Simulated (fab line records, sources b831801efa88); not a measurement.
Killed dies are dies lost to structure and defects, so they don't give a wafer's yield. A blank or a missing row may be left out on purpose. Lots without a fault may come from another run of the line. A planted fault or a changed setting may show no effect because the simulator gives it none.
fab line records | flow sky130
record lots=6 wafers=18 last_day=49
route steps=708 shown SD_N@344 PAD_OPEN@708
lots that met no fault: from a run of the same line without faults
start_h: hours from the record's first day to the start of the lot's first wafer shown | wait_h: hours since the lot's step before | " the same as in the row above | L1.1+2: a row that stands for several wafers | - no value, or no start given | * or withheld: withheld | < > ~ a bound
route shown NAME@n: a module of which the file shows steps, and the number in the route of the first | usual: mean/standard deviation of fault-free wafers | same: alike in all rows | chamber/n: place in a boat | sites: the reading at each site | _std_site: their standard deviation | _edge_site: outer sites' mean less inner sites' | radius_mm: how far each site lies from the wafer's centre | mask NAME#n: copy n | behind: the tool/chamber that last shaped the wafer | hold: why the lot was held/for how many hours/how that ended | device: the transistor (n, p or np) that didn't switch | end of line: the same wafers' tests at the end of the route | a step without rows: its recipe alone | killed: dies lost to structure and defects at the first sort, not the wafer's yield | map: a wafer's dies, x killed, . not, _ none there
set.NAME: the setting as run; set.NAME@STEP: as run at that earlier step | model.NAME: the simulator's own value behind a step, which no gauge read
lots at some steps of the route; a table a step, a row a wafer
services: from which hour (start_h, from the record's first day; less than 0 if before it) a tool's chamber was out of use, for how many hours, and why
## steps
# step SKY_SD_N_COAT_02
# recipe resist=NOVOLAK spin_rpm=3000 resist_thk_nm=1140
# step SKY_SD_N_SOFTBAKE_03
# recipe temp_c=90 time_s=60 resist=NOVOLAK
# step SKY_SD_N_EXPOSE_04
# recipe mask_id=NSDM na=0.6 source_shape=conventional sigma_outer=0.6 polarization=unpolarized target_cd_nm=380 dose_mj=141
# step SKY_SD_N_PEB_05
# recipe temp_c=withheld time_s=* resist=NOVOLAK
# step SKY_SD_N_DEVELOP_06
# recipe resist=NOVOLAK developer=TMAH develop_time_s=60 dev_temp_c=23
# step SKY_SD_N_CD_MEAS_07
# recipe target_cd_nm=380
# usual cd_nm=379.8/2.1
# columns lot.wafer tool chamber start_h wait_h cd_nm
L827.1 cd_sem-02 - 640.86 0.1 382.8
L827.5 " - " " 382.7
L827.6 " - " " 382.3
L834.2 cd_sem-01 - 705.53 0.1 376.8
L834.5 " - " " 375.7
L834.6 " - " " 377.0
L836.3 cd_sem-02 - 719.60 0.1 378.9
L836.5 " - " " 380.3
L836.6 " - " " 379.7
L843.1 cd_sem-02 - 786.51 0.1 381.5
L843.4 " - " " 382.9
L843.6 " - " " 381.7
L846.1 cd_sem-02 - 792.86 0.1 381.6
L846.2 " - " " 381.3
L846.4 " - " " 382.0
L847.1 cd_sem-01 - 800.26 0.1 378.4
L847.5 " - " " 378.9
L847.6 " - " " 378.7
# step SKY_SD_N_OVL_MEAS_08
# usual SD_N_OVL=-0.3/1.5
# columns lot.wafer tool chamber start_h wait_h SD_N_OVL[nm]
L827.1 overlay-01 - 640.98 0.1 1.0
L827.5 " - " " 1.1
L827.6 " - " " 1.2
L834.2 overlay-01 - 705.64 0.1 -0.1
L834.5 " - " " -0.3
L834.6 " - " " -1.0
L836.3 overlay-01 - 719.70 0.1 -0.4
L836.5 " - " " -0.9
L836.6 " - " " -0.6
L843.1 overlay-01 - 786.63 0.1 -1.4
L843.4 " - " " -0.9
L843.6 " - " " -2.1
L846.1 overlay-01 - 792.98 0.1 -0.3
L846.2 " - " " -0.7
L846.4 " - " " 0.0
L847.1 overlay-02 - 800.38 0.1 1.8
L847.5 " - " " -0.3
L847.6 " - " " -1.0
# step SKY_SD_N_IMPLANT_09
# recipe species=As energy_kev=50 dose_cm2=4e+15 tilt_deg=0
# step SKY_SD_N_IMPLANT_10
# recipe species=P energy_kev=20 dose_cm2=1e+14 tilt_deg=0
# step SKY_SD_N_STRIP_11
# recipe chemistry=O2/N2 power_w=1400 pressure_mtorr=1500 platen_temp_c=withheld o2_flow_sccm=3000 n2_flow_sccm=300 overash_fraction=0.5
# usual drypump_motor_current_A=6.16/0.3 oes_product_au=0.528/0.0041 strip_time_to_endpoint_s=22.57/0.04
# same overash_fraction=0.5
# columns lot.wafer tool chamber start_h wait_h drypump_motor_current_A oes_product_au rf_hours_counter_h strip_time_to_endpoint_s
L827.1 plasma_asher-02 1 641.32 0.1 6.10 0.527 92 22.52
L827.5 " 0 " " 6.68 0.527 - 22.55
L827.6 " 1 " " 6.08 0.526 - 22.53
L834.2 plasma_asher-03 0 705.97 0.1 6.19 0.526 89 22.59
L834.5 " 1 " " 6.28 0.522 - 22.63
L834.6 " 0 " " 6.19 0.525 - 22.59
L836.3 plasma_asher-03 1 720.05 0.1 6.25 0.530 - 22.61
L836.5 " 0 " " 6.17 0.529 - 22.52
L836.6 " 1 " " 6.28 0.534 - 22.54
L843.1 plasma_asher-02 0 786.97 0.1 6.71 0.525 4 22.51
L843.4 " 1 " " 6.08 0.528 - 22.50
L843.6 " 0 " " 6.69 0.528 - 22.51
L846.1 plasma_asher-03 0 793.32 0.1 6.16 0.533 98 22.57
L846.2 " 1 " " 6.23 0.523 98 22.60
L846.4 " 0 " " 6.20 0.524 - 22.54
L847.1 plasma_asher-02 1 800.72 0.1 6.08 0.523 5 22.62
L847.5 " 1 " " 6.08 0.531 - 22.55
L847.6 " 0 " " 6.70 0.533 - 22.55
# step SKY_SD_N_TW_MEAS_12
# usual SD_N_TW=3990/62
# columns lot.wafer tool chamber start_h wait_h SD_N_TW
L827.1 film_metro-02 - 641.42 0.1 4102
L827.5 " - " " 4093
L827.6 " - " " 4094
L834.2 film_metro-01 - 706.08 0.1 3945
L834.5 " - " " 3962
L834.6 " - " " 3950
L836.3 film_metro-01 - 720.14 0.1 3933
L836.5 " - " " 3920
L836.6 " - " " 3939
L843.1 film_metro-03 - 787.07 0.1 3951
L843.4 " - " " 3981
L843.6 " - " " 3961
L846.1 film_metro-03 - 793.42 0.1 3969
L846.2 " - " " 3941
L846.4 " - " " 3945
L847.1 film_metro-01 - 800.82 0.1 3968
L847.5 " - " " 3957
L847.6 " - " " 3980
# step SKY_SD_N_CLEAN_13
# recipe chemistry=SC1/SC2 mix=1:4:20 temp_c=70 time_s=150 dry=n2_spin
# step SKY_SD_N_RTA_14
# recipe temp_c=1075 time_s=2 idle_temp_c=650 ramp_up_c_per_s=150 ramp_down_c_per_s=90 ambient=N2
# usual chamber_o2_ppm=1.997/0.024 lamp_power_pct=15.73/0.056 ramp_up_c_per_s=150.00/0.029 wafer_temp_C_max=1078.0/1.2
# columns lot.wafer tool chamber start_h wait_h chamber_o2_ppm lamp_power_pct ramp_up_c_per_s wafer_temp_C_max
L827.1 rtp_anneal-02 0 641.53 0.0 2.003 15.69 150.00 1076.8
L827.5 " 0 " " 1.979 15.74 150.01 1079.0
L827.6 " 0 " " 2.009 15.69 150.00 1076.4
L834.2 rtp_anneal-01 0 706.19 0.0 1.969 15.82 45.043 1079.2
L834.5 " 0 " " 1.990 15.77 45.015 1080.0
L834.6 " 0 " " 2.012 15.72 44.950 1075.6
L836.3 rtp_anneal-01 0 720.25 0.0 1.998 15.72 44.987 1078.8
L836.5 " 0 " " 2.035 15.74 44.957 1079.4
L836.6 " 0 " " 2.004 15.68 45.014 1077.7
L843.1 rtp_anneal-02 0 787.18 0.0 2.001 15.68 149.99 1077.9
L843.4 " 0 " " 2.026 15.76 149.99 1079.1
L843.6 " 0 " " 2.010 15.73 149.98 1079.7
L846.1 rtp_anneal-01 0 793.53 0.0 2.026 15.76 150.02 1077.2
L846.2 " 0 " " 2.033 15.70 149.98 1077.0
L846.4 " 0 " " 2.008 15.79 149.99 1078.3
L847.1 rtp_anneal-02 0 800.93 0.0 1.983 15.67 149.99 1078.9
L847.5 " 0 " " 1.991 15.70 149.97 1078.8
L847.6 " 0 " " 1.992 15.72 150.05 1076.7
# step SKY_PAD_OPEN_PROBE_99
# usual killed_at_M0_to_M3=44/7.1 killed_at_M4_up=3.3/1.8 killed_at_contacts=23/5.5 killed_at_front_end=15/4.5 killed_at_other=0.2/0.48 killed_dies=85/8.4 killed_open=46/6.6 killed_short=39/6.1
# same gross_dies=492 killed_at_back_side=0
# columns lot.wafer tool chamber start_h wait_h killed_at_M0_to_M3 killed_at_M4_up killed_at_contacts killed_at_front_end killed_at_other killed_dies killed_open killed_short model.etest.res_xhigh_po.line_ohm_um model.etest.res_xhigh_po.rs_ohm_sq model.etest.res_pdiff.line_ohm_um model.etest.res_high_po.line_ohm_um model.etest.licon_high_po.rc_ohm model.etest.res_high_po.rs_ohm_sq model.etest.res_pdiff_hv.rs_ohm_sq model.etest.res_pdiff.rs_ohm_sq
L827.1 prober-01 - 1072.44 0.1 41 3 22 13 1 80 43 37 5807 2016 1418 736.8 358.7 257.7 190.8 196.6
L827.5 prober-01 - 1072.64 0.2 50 6 23 18 0 97 64 33 5976 2088 1375 753.7 354.1 261.1 191.9 200.6
L827.6 prober-01 - 1072.69 0.2 50 4 23 14 0 91 45 46 5780 2001 1371 734.5 359.2 253.4 191 198.7
L834.2 prober-02 - 1119.15 0.1 54 4 13 17 0 88 48 40 5469 1910 1348 705.7 315.5 241.3 182.9 190.7
L834.5 prober-02 - 1119.30 0.2 45 3 18 16 0 82 44 36 5276 1865 1344 693.4 316.6 240.5 183.1 187.8
L834.6 prober-02 - 1119.35 0.2 43 5 13 20 0 81 34 47 5514 1919 1323 709.5 317 244 182.5 190.1
L836.3 prober-02 - 1129.92 0.2 41 2 25 15 0 83 50 33 5724 2029 1251 710.1 310.5 252.5 179.7 184.8
L836.5 prober-02 - 1130.02 0.2 35 3 24 22 0 84 48 36 5302 1888 1257 686.6 305.5 240.6 181.1 186.8
L836.6 prober-02 - 1130.07 0.2 35 3 23 15 0 76 46 30 5428 1894 1261 683 300.8 238.6 179.5 184.5
L843.1 prober-02 - 1177.69 0.1 53 2 21 13 1 90 41 49 5924 2054 1358 734.1 350.9 257.3 189.2 195.7
L843.4 prober-02 - 1177.84 0.2 51 2 20 12 0 85 42 42 6043 2114 1337 750.8 347.4 263.4 190.8 198.6
L843.6 prober-02 - 1177.94 0.2 32 3 17 16 0 68 38 28 5955 2093 1360 745.4 339.1 262.3 189.9 198.5
L846.1 prober-01 - 1182.07 0.1 43 1 25 17 1 87 48 38 5861 2043 1372 727.2 348.1 253.5 195.4 198.8
L846.2 prober-01 - 1182.12 0.1 33 3 24 12 0 72 39 32 5857 2050 1382 734 345.9 256.9 193 199.3
L846.4 prober-01 - 1182.22 0.2 42 5 26 17 0 90 49 41 5772 2000 1371 721.4 332.3 253 193.4 199.1
L847.1 prober-02 - 1185.03 0.1 32 3 33 22 0 90 48 42 6017 2102 1339 761.5 361.5 267.4 188.5 195.3
L847.5 prober-02 - 1185.23 0.2 50 1 22 13 1 87 37 50 5997 2120 1373 766.2 342.5 268 190.7 196.1
L847.6 prober-02 - 1185.28 0.2 41 5 25 18 0 89 49 40 5918 2090 1373 750.7 354.4 261.4 190 197.8
# killed by level:class
L827.1 CONTACT:geometric_particle:open=9 VIA3:geometric_particle:open=8 VIA1:geometric_particle:open=6 LI_CONTACT:geometric_particle:short=5 VIA2:geometric_particle:open=5 METAL3:geometric_particle:short=5 FIELD_ISO:geometric_particle:open=4 POLY_GATE:geometric_particle:open=4
L827.5 VIA1:geometric_particle:open=21 LI_CONTACT:geometric_particle:open=10 POLY_GATE:geometric_particle:open=9 CONTACT:geometric_particle:open=8 VIA2:geometric_particle:open=6 METAL4:geometric_particle:short=5 VIA1:geometric_particle:short=5 METAL2:geometric_particle:short=5
L827.6 VIA1:geometric_particle:open=14 METAL1:geometric_particle:short=9 POLY_GATE:geometric_particle:open=6 LI_CONTACT:geometric_particle:open=6 CONTACT:geometric_particle:open=5 VIA3:geometric_particle:open=5 VIA2:geometric_particle:open=4 LOCAL_INTERCONNECT:geometric_particle:short=4
L834.2 VIA3:geometric_particle:open=11 METAL2:geometric_particle:short=9 VIA1:geometric_particle:open=8 VIA2:geometric_particle:short=7 FIELD_ISO:geometric_particle:open=6 LI_CONTACT:geometric_particle:open=5 POLY_GATE:geometric_particle:short=4 CONTACT:geometric_particle:short=4
L834.5 VIA3:geometric_particle:open=9 VIA1:geometric_particle:short=9 VIA1:geometric_particle:open=8 POLY_GATE:geometric_particle:open=6 LI_CONTACT:geometric_particle:open=6 CONTACT:geometric_particle:open=5 POLY_GATE:geometric_particle:short=4 VIA3:geometric_particle:short=4
L834.6 VIA1:geometric_particle:open=8 METAL2:geometric_particle:short=7 POLY_GATE:geometric_particle:short=6 VIA3:geometric_particle:open=6 VIA3:geometric_particle:short=6 VIA1:geometric_particle:short=5 FIELD_ISO:geometric_particle:open=4 METAL1:geometric_particle:short=4
L836.3 CONTACT:geometric_particle:open=10 LI_CONTACT:geometric_particle:open=7 VIA2:geometric_particle:open=7 VIA1:geometric_particle:open=6 METAL2:geometric_particle:short=6 METAL1:geometric_particle:short=5 VIA3:geometric_particle:open=5 FIELD_ISO:geometric_particle:short=4
L836.5 POLY_GATE:geometric_particle:open=8 VIA1:geometric_particle:open=8 CONTACT:geometric_particle:open=8 VIA3:geometric_particle:open=7 LI_CONTACT:geometric_particle:open=6 LOCAL_INTERCONNECT:geometric_particle:short=5 VIA3:geometric_particle:short=4 SPACER:geometric_particle:short=4
L836.6 CONTACT:geometric_particle:open=10 VIA1:geometric_particle:open=8 VIA1:geometric_particle:short=7 LI_CONTACT:geometric_particle:open=6 LOCAL_INTERCONNECT:geometric_particle:short=5 POLY_GATE:geometric_particle:open=4 SPACER:geometric_particle:open=4 METAL1:geometric_particle:short=4
L843.1 METAL1:geometric_particle:short=10 VIA1:geometric_particle:open=8 CONTACT:geometric_particle:open=7 VIA1:geometric_particle:short=7 METAL2:geometric_particle:short=7 VIA2:geometric_particle:open=6 VIA3:geometric_particle:open=5 LOCAL_INTERCONNECT:geometric_particle:short=4
L843.4 VIA3:geometric_particle:open=12 METAL1:geometric_particle:short=9 CONTACT:geometric_particle:open=8 METAL2:geometric_particle:short=7 POLY_GATE:geometric_particle:short=5 VIA1:geometric_particle:open=5 LI_CONTACT:geometric_particle:open=4 LOCAL_INTERCONNECT:geometric_particle:short=4
L843.6 VIA1:geometric_particle:open=8 LI_CONTACT:geometric_particle:open=6 METAL3:geometric_particle:short=5 VIA2:geometric_particle:open=5 POLY_GATE:geometric_particle:open=4 METAL2:geometric_particle:short=4 FIELD_ISO:geometric_particle:short=3 LOCAL_INTERCONNECT:geometric_particle:open=3
L846.1 CONTACT:geometric_particle:open=10 VIA1:geometric_particle:open=8 VIA2:geometric_particle:open=8 LI_CONTACT:geometric_particle:open=6 CONTACT:geometric_particle:short=6 VIA3:geometric_particle:open=6 VIA2:geometric_particle:short=5 POLY_GATE:geometric_particle:short=4
L846.2 CONTACT:geometric_particle:open=11 VIA1:geometric_particle:open=8 VIA1:geometric_particle:short=6 CONTACT:geometric_particle:short=6 VIA3:geometric_particle:open=5 FIELD_ISO:geometric_particle:open=4 LI_CONTACT:geometric_particle:open=4 METAL1:geometric_particle:short=4
L846.4 CONTACT:geometric_particle:open=11 LI_CONTACT:geometric_particle:open=7 VIA1:geometric_particle:open=7 METAL2:geometric_particle:short=6 METAL1:geometric_particle:short=5 VIA2:geometric_particle:open=5 VIA3:geometric_particle:short=5 FIELD_ISO:geometric_particle:open=4
L847.1 CONTACT:geometric_particle:short=9 CONTACT:geometric_particle:open=9 VIA1:geometric_particle:open=8 POLY_GATE:geometric_particle:open=6 LI_CONTACT:geometric_particle:open=5 LOCAL_INTERCONNECT:geometric_particle:short=5 METAL1:geometric_particle:short=4 LI_CONTACT:geometric_particle:short=4
L847.5 VIA1:geometric_particle:open=12 METAL1:geometric_particle:short=9 VIA3:geometric_particle:open=6 METAL3:geometric_particle:short=5 LI_CONTACT:geometric_particle:short=5 CONTACT:geometric_particle:short=5 CONTACT:geometric_particle:open=5 LOCAL_INTERCONNECT:geometric_particle:short=4
L847.6 CONTACT:geometric_particle:open=8 VIA2:geometric_particle:open=8 VIA1:geometric_particle:open=7 VIA3:geometric_particle:open=6 FIELD_ISO:geometric_particle:short=5 METAL1:geometric_particle:short=5 LI_CONTACT:geometric_particle:open=5 LOCAL_INTERCONNECT:geometric_particle:short=5
## services
# columns tool chamber start_h hours kind
plasma_asher-03 - 639.08 14.6 pm
rtp_anneal-02 - 648.93 0.7 pm
plasma_asher-03 - 708.50 4.7 repair
plasma_asher-02 - 733.75 9.0 pm
plasma_asher-02 0 733.75 9.0 vent_cycle
plasma_asher-02 1 733.75 9.0 vent_cycle
plasma_asher-02 0 742.75 - clean
plasma_asher-02 1 742.75 - clean
plasma_asher-02 - 796.75 3.8 repair
## key
first_sign step=SKY_SD_N_RTA_14 reading=ramp_up_c_per_s direction=down sigmas=99+ usual=150.00 struck=44.994
effect none on later readings
model_effect step=SKY_PAD_OPEN_PROBE_99 value=etest.res_xhigh_po.line_ohm_um without=6140 struck=5452
met_at SKY_SD_N_RTA_14
struck_wafers L834.2,L834.5,L834.6,L836.3,L836.5,L836.6
tester_left_out L834,L836
fault kind=process_parameter_drift tool=rtp_anneal-01 chamber=- onset_h=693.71 steps=SKY_SD_N_RTA_14 channel=ramp_up_c_per_s offset=-105 shape=step end_h=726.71 acts_in=these_recipes_only stated=150
# tester_left_out: of these lots the tester's yield and bins aren't shown, on N5 and GAA mostly nor the transistor test; their killed dies are dies lost to structure and defects alone, not to doping, threshold or leakage, so they don't give the yield
